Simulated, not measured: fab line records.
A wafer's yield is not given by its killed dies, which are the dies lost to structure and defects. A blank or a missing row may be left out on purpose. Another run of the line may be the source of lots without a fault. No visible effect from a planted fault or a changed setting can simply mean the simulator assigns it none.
Comparing a struck lot with a sound one | flow sky130 | 43 steps out of a route of 708
Sound: these wafers, L770.2, L770.3, L770.6. Struck: wafers L781.1, L781.4, L781.5. The cause is given at the end.
Each step with rows lists, per side, the tool, then ch with its chambers, then its first start. Under that, the readings that differ: sound wafers | struck wafers | difference of the means | sigmas: that difference in standard deviations of wafers without a fault.
alike: a reading whose means differ by less than 2 such deviations, as well as words and numbers matching on both sides. not compared: withheld readings; readings where some wafer has no value; bounds like >300 that might hide an equal value; numbers whose values overlap and for which the record gives no deviation.
A row with sigmas, a row that says differs or no value, or rows on one side alone: a step with any of these is where the two part. When numbers do not overlap yet have no deviation, they are printed without sigmas and do not part them. A reading missing from all wafers of one side parts the sides only when that side holds two or more wafers.

first, 5 steps without rows for these wafers: SKY_LOCAL_INTERCONNECT_COAT_06 (resist thk 450 nm); SKY_LOCAL_INTERCONNECT_SOFTBAKE_07 (time 90 s); SKY_LOCAL_INTERCONNECT_EXPOSE_08 (exposes mask LI1M, target cd 170 nm); SKY_LOCAL_INTERCONNECT_PEB_09; SKY_LOCAL_INTERCONNECT_DEVELOP_10 (develop time 60 s).
SKY_LOCAL_INTERCONNECT_CD_MEAS_11 targets a cd of 170 nm.
  sound: cd_sem-02 at day 31 18:59; struck: cd_sem-02 at day 35 07:46
  alike: cd_nm
SKY_LOCAL_INTERCONNECT_OVL_MEAS_12:
  sound: overlay-01 at day 31 19:05; struck: overlay-02 at day 35 07:53
  alike: LOCAL_INTERCONNECT_OVL
then, 2 steps without rows for these wafers: SKY_LOCAL_INTERCONNECT_ETCH_13 (etches BARC in N2/H2, stops on SiO2, time 45.9 s, target depth 60 nm); SKY_LOCAL_INTERCONNECT_METAL_ETCH_14 (etches TiN in Cl2/BCl3, stops on PSG, target depth 110 nm, time 31.4 s).
SKY_LOCAL_INTERCONNECT_STRIP_15: strips in O2/N2.
  sound on plasma_asher-01 ch 0,1, day 31 19:14; struck on plasma_asher-01 ch 0,1, day 35 08:02
  alike: drypump_motor_current_A, oes_product_au, strip_time_to_endpoint_s
  not compared: rf_hours_counter_h
then, 2 steps without rows for these wafers: SKY_LOCAL_INTERCONNECT_STRIP_16 (strips in post etch residue remover, time 1200 s); SKY_LOCAL_INTERCONNECT_CLEAN_17 (cleans in IPA, time 180 s).
SKY_LOCAL_INTERCONNECT_CLEAN_18: cleans in O3/DIW.
  sound on wet_bench-04 ch 0, day 31 19:44; struck on wet_bench-04 ch 3, day 35 08:34
SKY_CONTACT_CVD_00: deposits Si3N4, target thk 75 nm.
  sound on pecvd-04 ch 0,2, day 31 19:50; struck on pecvd-04 ch 1,2, day 35 08:41
  alike: heater_power_w
SKY_CONTACT_THK_MEAS_01:
  sound: film_metro-04 at day 31 19:52; struck: film_metro-03 at day 35 08:43
  alike: CONTACT_CVD_00_THK
then, 1 step without rows for these wafers: SKY_CONTACT_HDPCVD_02 (deposits SiO2, target thk 565 nm, time 94.2 s).
SKY_CONTACT_THK_MEAS_03:
  sound: film_metro-02 at day 31 20:00; struck: film_metro-04 at day 35 08:50
  alike: CONTACT_HDPCVD_THK
SKY_CONTACT_CMP_04: polishes SiO2.
  sound on cmp-02 ch 2,3, day 31 20:06; struck on cmp-02 ch 1,2,3, day 35 09:00
  alike: motor_current_A, retaining_ring_pressure_frac, time_to_endpoint_s
SKY_CONTACT_BOW_MEAS_05:
  sound: film_metro-02 at day 31 20:22; struck: film_metro-02 at day 35 09:12
  alike: CONTACT_BOW
then, 8 steps without rows for these wafers: SKY_CONTACT_DEHYDRATE_06 (time 60 s); SKY_CONTACT_HMDS_07 (prime time 60 s); SKY_CONTACT_COAT_08 (resist thk 60 nm); SKY_CONTACT_COAT_09 (resist thk 450 nm); SKY_CONTACT_SOFTBAKE_10 (time 90 s); SKY_CONTACT_EXPOSE_11 (exposes mask CTM1, target cd 170 nm); SKY_CONTACT_PEB_12; SKY_CONTACT_DEVELOP_13 (develop time 60 s).
SKY_CONTACT_CD_MEAS_14 targets a cd of 170 nm.
  sound: cd_sem-02 at day 32 23:47; struck: cd_sem-02 at day 36 11:25
  alike: cd_nm
SKY_CONTACT_OVL_MEAS_15:
  sound: overlay-02 at day 32 23:53; struck: overlay-01 at day 36 11:32
  alike: CONTACT_OVL
SKY_CONTACT_ETCH_16: etches BARC in N2/H2, stops on SiO2, time 45.9 s, target depth 60 nm.
  sound on rie_diel-01 ch 0,1, day 32 23:55; struck on rie_diel-04 ch 1,2, day 36 11:34
  alike: drypump_motor_current_A, oes_product_au, throttle_valve_pct
  not compared: rf_hours_counter_h
then, 2 steps without rows for these wafers: SKY_CONTACT_ETCH_17 (etches SiO2 in C4F8/O2/Ar, stops on Si3N4, target depth 340 nm); SKY_CONTACT_ETCH_18 (etches Si3N4 in CHF3/O2, stops on TiN, time 39 s, target depth 75 nm).
SKY_CONTACT_STRIP_19: strips in O2/N2.
  sound on plasma_asher-03 ch 0,1, day 33 00:03; struck on plasma_asher-02 ch 0,1, day 36 11:42
  alike: drypump_motor_current_A, oes_product_au, strip_time_to_endpoint_s
  not compared: rf_hours_counter_h
then, 5 steps without rows for these wafers: SKY_CONTACT_STRIP_20 (strips in post etch residue remover, time 1200 s); SKY_CONTACT_CLEAN_21 (cleans in IPA, time 180 s); SKY_CONTACT_CLEAN_22 (cleans in O3/DIW); SKY_CONTACT_SPUTTER_23 (material TiN, target thk 20 nm, time 80 s); SKY_CONTACT_CVD_24 (deposits W, target thk 340 nm, time 102.12 s).
SKY_CONTACT_RS_MEAS_25: measurement is done with a four-point probe.
  sound: film_metro-03 at day 33 00:50; struck: film_metro-02 at day 36 12:28
  alike: CONTACT_W_RS
SKY_CONTACT_THK_MEAS_26: measures by xrf.
  sound: film_metro-03 at day 33 00:56; struck: film_metro-02 at day 36 12:35
  alike: CONTACT_W_THK
then, 2 steps without rows for these wafers: SKY_CONTACT_CMP_27 (polishes, stops on SiO2, t overpolish 15 s, target thk 0 nm); SKY_METAL1_SPUTTER_00 (material Ti, target thk 15 nm, time 10 s).
-- the record jumps here: 13 days lie between the struck wafers' starts before and after (it left off in module METAL1 and takes up again in module PAD_OPEN, whose first step shown is number 708 of the route) --
SKY_PAD_OPEN_PROBE_99:
  the record has rows for the struck wafers here (prober-01, day 49 09:21) and none for the sound ones

WHERE THEY PART
Only at SKY_PAD_OPEN_PROBE_99, within this record.

WHY: what the simulator had put in
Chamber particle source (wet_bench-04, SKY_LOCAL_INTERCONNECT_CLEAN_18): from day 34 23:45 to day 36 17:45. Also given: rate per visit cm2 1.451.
